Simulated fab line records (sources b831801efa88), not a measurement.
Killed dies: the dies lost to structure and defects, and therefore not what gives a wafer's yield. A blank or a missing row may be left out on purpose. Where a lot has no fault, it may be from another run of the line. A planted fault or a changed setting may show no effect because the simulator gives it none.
fab line records	flow sky130
[record] lots = 5	wafers = 15	lastDay = 49
route steps=708 shown PWDE@51 NWELL@56
lots with no fault: from the same line, run without faults
startH: the number of hours between the record's first day and the start of the first shown wafer of the lot	waitH: how many hours have passed since the lot's step before this one	" same as the row above	L1.1+2: several wafers, shown together as one row	- either no value or no given start	* or withheld: withheld	< > ~ a bound
route shown NAME@n: NAME is a module with steps in the file, n the number in the route of the first one	usual: mean/standard deviation taken from wafers without a fault	same: alike in all rows	chamber/n: place in a boat	sites: the reading at each site	_std_site: standard deviation across them	_edge_site: mean of outer sites minus mean of inner sites	radiusMm: for every site, how far away it sits from the centre of the wafer	mask NAME#n: copy n	behind: tool/chamber where the wafer was last shaped	hold: reason for holding the lot/hours on hold/outcome of the hold	device: the n, p or np transistor that did not switch	end of line: the same wafers' tests at the end of the route	a step without rows: its recipe alone	killed: at the first sort, the dies lost to defects and structure; wafer yield is something else	map: shows each die of a wafer: x if killed, . if not, _ if none is there
set.NAME: the run value of the setting; set.NAME@STEP: its run value at that earlier step	model.NAME: the simulator's own value behind a step, which no gauge read
lots at some steps of the route; a table a step, a row a wafer
services: the hour from which a tool's chamber was out of use, counted from the record's first day as startH (under 0 if before that day), plus the number of hours and why
[[steps]]
[step SKY_PWDE_DEVELOP_06]
[recipe] wallAngleDeg = 90	developer = TMAH	developTimeS = 60	devTempC = 23
lot.wafer	tool	chamber	startH	waitH
L075.1+2+4	lithoTrack-04	0	-	-
L079.3+5+6	lithoTrack-04	0	-	-
L085.3+4+5	lithoTrack-03	0	-	-
L089.1+3+5	lithoTrack-03	0	-	-
L090.2+3+6	lithoTrack-01	0	-	-
[step SKY_PWDE_OVL_MEAS_07]
[usual] PWDE_OVL = 0.8/1.3
lot.wafer	tool	chamber	startH	waitH	PWDE_OVL[nm]
L075.1	overlay-02	-	73.51	-	-1.3
L075.2	"	-	"	"	-0.9
L075.4	"	-	"	"	-0.2
L079.3	overlay-01	-	100.32	-	3.0
L079.5	"	-	"	"	2.7
L079.6	"	-	"	"	3.7
L085.3	overlay-01	-	131.27	-	0.8
L085.4	"	-	"	"	1.2
L085.5	"	-	"	"	-0.2
L089.1	overlay-01	-	152.56	-	2.9
L089.3	"	-	"	"	0.5
L089.5	"	-	"	"	-0.9
L090.2	overlay-01	-	158.37	-	-1.4
L090.3	"	-	"	"	-0.8
L090.6	"	-	"	"	0.2
[step SKY_PWDE_IMPLANT_08]
[recipe] species = B	energyKev = 150	doseCm2 = 3.6e+12	tiltDeg = withheld
lot.wafer	tool	chamber	startH	waitH
L075.1+2+4	implanter-03	0	73.55	0.0
L079.3+5+6	implanter-01	0	100.40	0.1
L085.3+4+5	implanter-01	0	131.34	0.1
L089.1+3+5	implanter-03	0	152.59	0.0
L090.2+3+6	implanter-04	0	158.43	0.0
[step SKY_PWDE_STRIP_09]
[recipe] chemistry = O2/N2	powerW = 1400	pressureMtorr = 1500	platenTempC = withheld	o2FlowSccm = 3000	n2FlowSccm = 300	overashFraction = 0.5
[usual] drypumpMotorCurrentA = 5.7/0.43	oesProductAu = 0.722/0.0051	stripTimeToEndpointS = 36.88/0.088
lot.wafer	tool	chamber	startH	waitH	drypumpMotorCurrentA	oesProductAu	rfHoursCounterH	stripTimeToEndpointS
L075.1	plasmaAsher-02	0	73.70	0.1	5.0	0.724	37	36.93
L075.2	"	1	"	"	5.5	0.728	37	36.96
L075.4	"	0	"	"	5.0	0.715	-	36.97
L079.3	plasmaAsher-03	1	100.53	0.1	6.5	0.728	-	36.87
L079.5	"	1	"	"	6.5	0.724	-	36.86
L079.6	"	0	"	"	5.8	0.723	-	36.84
L085.3	plasmaAsher-01	1	131.48	0.1	5.5	0.718	-	36.90
L085.4	"	0	"	"	6.0	0.711	-	36.88
L085.5	"	1	"	"	5.5	0.721	-	36.88
L089.1	plasmaAsher-02	0	152.74	0.1	5.0	0.736	3	36.93
L089.3	"	1	"	"	5.5	0.723	-	36.90
L089.5	"	0	"	"	5.0	0.720	-	36.99
L090.2	plasmaAsher-02	0	158.55	0.1	5.0	0.726	4	36.73
L090.3	"	1	"	"	5.5	0.717	-	36.84
L090.6	"	0	"	"	5.0	0.725	-	36.79
[step SKY_PWDE_TW_MEAS_10]
[usual] PWDE_TW = 371.5/2.7
lot.wafer	tool	chamber	startH	waitH	PWDE_TW
L075.1	filmMetro-04	-	73.80	0.1	373.4
L075.2	"	-	"	"	373.2
L075.4	"	-	"	"	372.4
L079.3	filmMetro-02	-	100.62	0.1	371.8
L079.5	"	-	"	"	370.8
L079.6	"	-	"	"	372.5
L085.3	filmMetro-01	-	131.56	0.1	369.2
L085.4	"	-	"	"	370.7
L085.5	"	-	"	"	370.8
L089.1	filmMetro-01	-	152.84	0.1	374.7
L089.3	"	-	"	"	374.5
L089.5	"	-	"	"	372.9
L090.2	filmMetro-02	-	158.66	0.1	368.2
L090.3	"	-	"	"	368.6
L090.6	"	-	"	"	368.2
[step SKY_NWELL_DEHYDRATE_03]
[recipe] tempC = 200	timeS = 60
lot.wafer	tool	chamber	startH	waitH
L075.1+2+4	lithoTrack-04	0	81.11	7.3
L079.3+5+6	lithoTrack-01	0	109.17	8.5
L085.3+4+5	lithoTrack-01	0	140.02	8.4
L089.1+3+5	lithoTrack-04	0	162.51	9.7
L090.2+3+6	lithoTrack-04	0	168.28	9.6
[step SKY_NWELL_HMDS_04]
[recipe] primeTimeS = 60	primeTempC = 120
lot.wafer	tool	chamber	startH	waitH
L075.1+2+4	lithoTrack-04	0	81.26	0.1
L079.3+5+6	lithoTrack-01	0	109.32	0.1
L085.3+4+5	lithoTrack-01	0	140.17	0.1
L089.1+3+5	lithoTrack-04	0	162.66	0.1
L090.2+3+6	lithoTrack-04	0	168.43	0.1
[step SKY_NWELL_COAT_05]
[recipe] spinRpm = 2000	resistThkNm = 3000
lot.wafer	tool	chamber	startH	waitH
L075.1+2+4	lithoTrack-04	0	81.41	0.1
L079.3+5+6	lithoTrack-01	0	109.47	0.1
L085.3+4+5	lithoTrack-01	0	140.32	0.1
L089.1+3+5	lithoTrack-04	0	162.81	0.1
L090.2+3+6	lithoTrack-04	0	168.58	0.1
[step SKY_NWELL_SOFTBAKE_06]
[recipe] tempC = 110	timeS = withheld
lot.wafer	tool	chamber	startH	waitH
L075.1+2+4	lithoTrack-04	0	81.56	0.1
L079.3+5+6	lithoTrack-01	0	109.63	0.1
L085.3+4+5	lithoTrack-01	0	140.48	0.1
L089.1+3+5	lithoTrack-04	0	162.96	0.1
L090.2+3+6	lithoTrack-04	0	168.74	0.1
[step SKY_NWELL_EXPOSE_07]
[recipe] maskId = NWM	na = 0.6	sourceShape = conventional	sigmaOuter = 0.6	polarization = unpolarized	targetCdNm = 840	doseMj = 255
[usual] exposureDoseMJCm2 = 255.06/0.25
lot.wafer	tool	chamber	startH	waitH	mask	exposureDoseMJCm2
L075.1	ilineStepper-02	0	-	-	NWM#0	254.75
L075.2	"	0	"	"	NWM#0	254.76
L075.4	"	0	"	"	NWM#0	254.99
L079.3	ilineStepper-01	0	-	-	NWM#0	254.89
L079.5	"	0	"	"	NWM#0	255.10
L079.6	"	0	"	"	NWM#0	255.12
L085.3	ilineStepper-01	0	-	-	NWM#0	255.06
L085.4	"	0	"	"	NWM#0	254.75
L085.5	"	0	"	"	NWM#0	255.18
L089.1	ilineStepper-02	0	-	-	NWM#0	255.04
L089.3	"	0	"	"	NWM#0	254.89
L089.5	"	0	"	"	NWM#0	255.23
L090.2	ilineStepper-02	0	-	-	NWM#0	255.19
L090.3	"	0	"	"	NWM#0	255.33
L090.6	"	0	"	"	NWM#0	255.14
[step SKY_NWELL_PEB_08]
[recipe] tempC = 115	timeS = withheld
lot.wafer	tool	chamber	startH	waitH
L075.1+2+4	lithoTrack-01	0	-	-
L079.3+5+6	lithoTrack-04	0	-	-
L085.3+4+5	lithoTrack-01	0	-	-
L089.1+3+5	lithoTrack-02	0	-	-
L090.2+3+6	lithoTrack-02	0	-	-
[step SKY_NWELL_DEVELOP_09]
[recipe] wallAngleDeg = 90	developer = TMAH	developTimeS = 60	devTempC = 23
lot.wafer	tool	chamber	startH	waitH
L075.1+2+4	lithoTrack-01	0	-	-
L079.3+5+6	lithoTrack-04	0	-	-
L085.3+4+5	lithoTrack-01	0	-	-
L089.1+3+5	lithoTrack-02	0	-	-
L090.2+3+6	lithoTrack-02	0	-	-
[step SKY_NWELL_OVL_MEAS_10]
[usual] NWELL_00_OVL = -0.3/1.4
lot.wafer	tool	chamber	startH	waitH	NWELL_00_OVL[nm]
L075.1	overlay-02	-	90.87	-	2.0
L075.2	"	-	"	"	1.6
L075.4	"	-	"	"	1.3
L079.3	overlay-01	-	119.02	-	-0.5
L079.5	"	-	"	"	-0.5
L079.6	"	-	"	"	-0.5
L085.3	overlay-01	-	150.08	-	-1.5
L085.4	"	-	"	"	-0.4
L085.5	"	-	"	"	-0.5
L089.1	overlay-01	-	173.08	-	0.1
L089.3	"	-	"	"	-0.8
L089.5	"	-	"	"	-2.0
L090.2	overlay-01	-	179.43	-	-0.7
L090.3	"	-	"	"	-1.1
L090.6	"	-	"	"	-0.4
[step SKY_NWELL_IMPLANT_11]
[recipe] species = P	energyKev = 400	doseCm2 = 1.9e+13	tiltDeg = withheld
lot.wafer	tool	chamber	startH	waitH
L075.1+2+4	implanter-01	0	90.90	0.0
L079.3+5+6	implanter-04	0	119.10	0.1
L085.3+4+5	implanter-02	0	150.15	0.1
L089.1+3+5	implanter-01	0	173.11	0.0
L090.2+3+6	implanter-04	0	179.49	0.0
[step SKY_NWELL_IMPLANT_12]
[recipe] species = P	energyKev = 121.5	doseCm2 = 1.3e+12	tiltDeg = withheld
lot.wafer	tool	chamber	startH	waitH
L075.1+2+4	implanter-01	0	91.05	0.1
L079.3+5+6	implanter-04	0	119.25	0.1
L085.3+4+5	implanter-02	0	150.30	0.1
L089.1+3+5	implanter-01	0	173.26	0.1
L090.2+3+6	implanter-04	0	179.64	0.1
[step SKY_NWELL_IMPLANT_13]
[recipe] species = P	energyKev = 50	doseCm2 = 7e+11	tiltDeg = withheld
lot.wafer	tool	chamber	startH	waitH
L075.1+2+4	implanter-01	0	91.20	0.1
L079.3+5+6	implanter-04	0	119.40	0.1
L085.3+4+5	implanter-02	0	150.45	0.1
L089.1+3+5	implanter-01	0	173.41	0.1
L090.2+3+6	implanter-04	0	179.79	0.1
[step SKY_NWELL_STRIP_14]
[recipe] chemistry = O2/N2	powerW = 1400	pressureMtorr = 1500	platenTempC = withheld	o2FlowSccm = 3000	n2FlowSccm = 300	overashFraction = 0.5
[usual] drypumpMotorCurrentA = 5.9/0.44	oesProductAu = 0.722/0.0046	stripTimeToEndpointS = 36.90/0.12
lot.wafer	tool	chamber	startH	waitH	drypumpMotorCurrentA	oesProductAu	rfHoursCounterH	stripTimeToEndpointS
L075.1	plasmaAsher-04	1	91.35	0.1	5.2	0.721	42	36.63
L075.2	"	0	"	"	6.2	0.718	42	36.76
L075.4	"	1	"	"	5.2	0.728	-	36.73
L079.3	plasmaAsher-04	0	119.53	0.1	6.2	0.726	-	36.78
L079.5	"	1	"	"	5.2	0.721	-	36.75
L079.6	"	0	"	"	6.2	0.719	-	36.76
L085.3	plasmaAsher-03	0	150.59	0.1	5.8	0.725	-	36.89
L085.4	"	1	"	"	6.5	0.724	-	36.83
L085.5	"	0	"	"	5.8	0.719	-	37.04
L089.1	plasmaAsher-04	1	173.56	0.1	5.2	0.722	51	36.94
L089.3	"	1	"	"	5.2	0.717	-	37.05
L089.5	"	1	"	"	5.2	0.729	-	37.04
L090.2	plasmaAsher-04	0	179.91	0.1	6.2	0.723	51	37.03
L090.3	"	0	"	"	6.2	0.724	-	36.98
L090.6	"	1	"	"	5.2	0.725	-	36.97
[step SKY_NWELL_TW_MEAS_15]
[usual] NWELL_TW = 1812/10
lot.wafer	tool	chamber	startH	waitH	NWELL_TW
L075.1	filmMetro-04	-	91.45	0.1	1824
L075.2	"	-	"	"	1811
L075.4	"	-	"	"	1816
L079.3	filmMetro-04	-	119.62	0.1	1832
L079.5	"	-	"	"	1812
L079.6	"	-	"	"	1824
L085.3	filmMetro-01	-	150.67	0.1	1815
L085.4	"	-	"	"	1812
L085.5	"	-	"	"	1817
L089.1	filmMetro-02	-	173.66	0.1	1806
L089.3	"	-	"	"	1798
L089.5	"	-	"	"	1804
L090.2	filmMetro-01	-	180.02	0.1	1814
L090.3	"	-	"	"	1831
L090.6	"	-	"	"	1821
[step SKY_NWELL_DEHYDRATE_16]
[recipe] tempC = 200	timeS = 60
lot.wafer	tool	chamber	startH	waitH
L075.1+2+4	lithoTrack-01	0	99.37	7.9
L079.3+5+6	lithoTrack-04	0	127.81	8.2
L085.3+4+5	lithoTrack-04	0	159.76	9.1
L089.1+3+5	lithoTrack-04	0	183.41	9.7
L090.2+3+6	lithoTrack-02	0	189.80	9.8
[step SKY_NWELL_HMDS_17]
[recipe] primeTimeS = 60	primeTempC = 120
lot.wafer	tool	chamber	startH	waitH
L075.1+2+4	lithoTrack-01	0	99.52	0.1
L079.3+5+6	lithoTrack-04	0	127.96	0.1
L085.3+4+5	lithoTrack-04	0	159.91	0.1
L089.1+3+5	lithoTrack-04	0	183.56	0.1
L090.2+3+6	lithoTrack-02	0	189.95	0.1
[step SKY_NWELL_COAT_18]
[recipe] spinRpm = 2000	resistThkNm = 3000
lot.wafer	tool	chamber	startH	waitH
L075.1+2+4	lithoTrack-01	0	99.67	0.1
L079.3+5+6	lithoTrack-04	0	128.11	0.1
L085.3+4+5	lithoTrack-04	0	160.06	0.1
L089.1+3+5	lithoTrack-04	0	183.71	0.1
L090.2+3+6	lithoTrack-02	0	190.10	0.1
[step SKY_NWELL_SOFTBAKE_19]
[recipe] tempC = 110	timeS = withheld
lot.wafer	tool	chamber	startH	waitH
L075.1+2+4	lithoTrack-01	0	99.82	0.1
L079.3+5+6	lithoTrack-04	0	128.28	0.1
L085.3+4+5	lithoTrack-04	0	160.23	0.1
L089.1+3+5	lithoTrack-04	0	183.86	0.1
L090.2+3+6	lithoTrack-02	0	190.26	0.1
[step SKY_NWELL_EXPOSE_20]
[recipe] maskId = NWM_COMPLEMENT	na = 0.6	sourceShape = conventional	sigmaOuter = 0.6	polarization = unpolarized	targetCdNm = 840	doseMj = 260
[usual] exposureDoseMJCm2 = 259.98/0.29
lot.wafer	tool	chamber	startH	waitH	mask	exposureDoseMJCm2
L075.1	ilineStepper-02	0	-	-	NWM_COMPLEMENT#0	260.14
L075.2	"	0	"	"	NWM_COMPLEMENT#0	260.40
L075.4	"	0	"	"	NWM_COMPLEMENT#0	260.38
L079.3	ilineStepper-01	0	-	-	NWM_COMPLEMENT#0	260.62
L079.5	"	0	"	"	NWM_COMPLEMENT#0	260.10
L079.6	"	0	"	"	NWM_COMPLEMENT#0	260.45
L085.3	ilineStepper-02	0	-	-	NWM_COMPLEMENT#0	259.66
L085.4	"	0	"	"	NWM_COMPLEMENT#0	260.11
L085.5	"	0	"	"	NWM_COMPLEMENT#0	259.75
L089.1	ilineStepper-02	0	-	-	NWM_COMPLEMENT#0	259.82
L089.3	"	0	"	"	NWM_COMPLEMENT#0	259.79
L089.5	"	0	"	"	NWM_COMPLEMENT#0	259.39
L090.2	ilineStepper-01	0	-	-	NWM_COMPLEMENT#0	259.62
L090.3	"	0	"	"	NWM_COMPLEMENT#0	259.40
L090.6	"	0	"	"	NWM_COMPLEMENT#0	259.97
[step SKY_NWELL_PEB_21]
[recipe] tempC = 115	timeS = withheld
lot.wafer	tool	chamber	startH	waitH
L075.1+2+4	lithoTrack-04	0	-	-
L079.3+5+6	lithoTrack-01	0	-	-
L085.3+4+5	lithoTrack-04	0	-	-
L089.1+3+5	lithoTrack-01	0	-	-
L090.2+3+6	lithoTrack-01	0	-	-
[step SKY_NWELL_DEVELOP_22]
[recipe] wallAngleDeg = 90	developer = TMAH	developTimeS = 60	devTempC = 23
lot.wafer	tool	chamber	startH	waitH
L075.1+2+4	lithoTrack-04	0	-	-
L079.3+5+6	lithoTrack-01	0	-	-
L085.3+4+5	lithoTrack-04	0	-	-
L089.1+3+5	lithoTrack-01	0	-	-
L090.2+3+6	lithoTrack-01	0	-	-
[step SKY_NWELL_OVL_MEAS_23]
[usual] NWELL_01_OVL = -0.5/1.3
lot.wafer	tool	chamber	startH	waitH	NWELL_01_OVL[nm]
L075.1	overlay-01	-	109.06	-	-0.5
L075.2	"	-	"	"	0.8
L075.4	"	-	"	"	-0.7
L079.3	overlay-01	-	137.58	-	-1.4
L079.5	"	-	"	"	-2.0
L079.6	"	-	"	"	0.5
L085.3	overlay-02	-	170.77	-	-2.1
L085.4	"	-	"	"	0.3
L085.5	"	-	"	"	1.6
L089.1	overlay-01	-	194.07	-	1.2
L089.3	"	-	"	"	1.3
L089.5	"	-	"	"	1.1
L090.2	overlay-01	-	201.47	-	-0.7
L090.3	"	-	"	"	-0.6
L090.6	"	-	"	"	-1.2
[step SKY_NWELL_IMPLANT_24]
[recipe] species = B	energyKev = 140	doseCm2 = 8.997e+12	tiltDeg = withheld
lot.wafer	tool	chamber	startH	waitH
L075.1+2+4	implanter-01	0	109.10	0.0
L079.3+5+6	implanter-02	0	137.65	0.1
L085.3+4+5	implanter-02	0	170.85	0.1
L089.1+3+5	implanter-01	0	194.10	0.0
L090.2+3+6	implanter-02	0	201.53	0.0
[step SKY_NWELL_STRIP_25]
[recipe] chemistry = O2/N2	powerW = 1400	pressureMtorr = 1500	platenTempC = withheld	o2FlowSccm = 3000	n2FlowSccm = 300	overashFraction = 0.5
[usual] drypumpMotorCurrentA = 5.8/0.41	oesProductAu = 0.722/0.0044	stripTimeToEndpointS = 36.88/0.11
lot.wafer	tool	chamber	startH	waitH	drypumpMotorCurrentA	oesProductAu	rfHoursCounterH	stripTimeToEndpointS
L075.1	plasmaAsher-03	1	109.25	0.1	6.5	0.710	42	36.87
L075.2	"	0	"	"	5.8	0.727	42	36.98
L075.4	"	0	"	"	5.8	0.718	-	36.79
L079.3	plasmaAsher-03	1	137.79	0.1	6.4	0.721	-	36.82
L079.5	"	0	"	"	5.8	0.720	-	36.91
L079.6	"	1	"	"	6.5	0.718	-	36.73
L085.3	plasmaAsher-04	0	170.98	0.1	6.2	0.724	-	37.13
L085.4	"	1	"	"	5.2	0.721	-	37.01
L085.5	"	1	"	"	5.2	0.724	-	37.00
L089.1	plasmaAsher-04	0	194.25	0.1	6.2	0.725	53	37.19
L089.3	"	1	"	"	5.2	0.716	-	37.13
L089.5	"	0	"	"	6.2	0.721	-	37.03
L090.2	plasmaAsher-04	1	201.65	0.1	5.2	0.730	54	36.85
L090.3	"	0	"	"	6.1	0.718	-	36.88
L090.6	"	1	"	"	5.2	0.724	-	36.85
[step SKY_NWELL_TW_MEAS_26]
[usual] NWELL_2_TW = 491/3.2
lot.wafer	tool	chamber	startH	waitH	NWELL_2_TW
L075.1	filmMetro-02	-	109.35	0.1	491
L075.2	"	-	"	"	491
L075.4	"	-	"	"	489
L079.3	filmMetro-02	-	137.87	0.1	489
L079.5	"	-	"	"	490
L079.6	"	-	"	"	489
L085.3	filmMetro-01	-	171.07	0.1	492
L085.4	"	-	"	"	490
L085.5	"	-	"	"	494
L089.1	filmMetro-04	-	194.35	0.1	494
L089.3	"	-	"	"	493
L089.5	"	-	"	"	492
L090.2	filmMetro-02	-	201.76	0.1	489
L090.3	"	-	"	"	488
L090.6	"	-	"	"	492
[step SKY_NWELL_CLEAN_27]
[recipe] chemistry = SC1/SC2	mix = 1:4:20	tempC = 70	timeS = 150	dry = n2Spin
lot.wafer	tool	chamber	startH	waitH
L075.1+2+4	wetBench-03	2	109.41	0.1
L079.3+5+6	wetBench-01	1	137.91	0.0
L085.3+4+5	wetBench-02	0	171.11	0.0
L089.1+3+5	wetBench-02	1	194.41	0.1
L090.2+3+6	wetBench-01	1	201.81	0.0
[step SKY_NWELL_RTA_28]
[recipe] tempC = 1050	timeS = 30	idleTempC = 650	rampUpCPerS = 150	rampDownCPerS = 90	ambient = N2
[usual] lampPowerPct = 25.30/0.052	wafer_temp_C_max = 1054.7/0.9
lot.wafer	tool	chamber	startH	waitH	lampPowerPct	wafer_temp_C_max
L075.1	rtpAnneal-01	0	109.46	0.0	25.40	1053.5
L075.2	"	0	"	"	25.22	1054.6
L075.4	"	0	"	"	25.32	1054.4
L079.3	rtpAnneal-02	0	138.00	0.0	25.24	1053.4
L079.5	"	0	"	"	25.25	1053.2
L079.6	"	0	"	"	25.26	1054.6
L085.3	rtpAnneal-01	0	171.24	0.0	25.30	1055.8
L085.4	"	0	"	"	25.30	1054.3
L085.5	"	0	"	"	25.30	1054.0
L089.1	rtpAnneal-02	0	194.46	0.0	25.36	1053.7
L089.3	"	0	"	"	25.26	1054.0
L089.5	"	0	"	"	25.29	1054.4
L090.2	rtpAnneal-02	0	201.88	0.0	25.40	1053.2
L090.3	"	0	"	"	25.35	1054.4
L090.6	"	0	"	"	25.34	1053.5
[[services]]
tool	chamber	startH	hours	kind
ilineStepper-01	-	59.59	1.7	pm
implanter-04	-	62.43	6.6	repair
plasmaAsher-01	-	63.79	1.7	repair
implanter-01	-	65.05	0.5	repair
plasmaAsher-04	-	65.53	1.0	repair
implanter-02	-	65.65	17.3	pm
wetBench-01	-	85.88	30.1	pm
implanter-03	-	86.78	3.8	repair
plasmaAsher-03	-	102.92	1.3	repair
plasmaAsher-02	-	108.75	9.0	pm
plasmaAsher-02	0	108.75	9.0	ventCycle
plasmaAsher-02	1	108.75	9.0	ventCycle
ilineStepper-01	-	114.89	1.0	repair
plasmaAsher-02	0	117.75	-	clean
plasmaAsher-02	1	117.75	-	clean
ilineStepper-02	-	122.79	7.3	repair
lithoTrack-01	-	132.96	-	consumableReplace:filter
implanter-01	-	149.60	1.5	repair
plasmaAsher-03	-	155.75	0.5	repair
implanter-03	-	156.20	14.2	repair
implanter-02	-	183.25	1.0	repair
ilineStepper-02	0	185.04	-	calibration
ilineStepper-02	-	186.06	1.7	pm
[[key]]
fault none
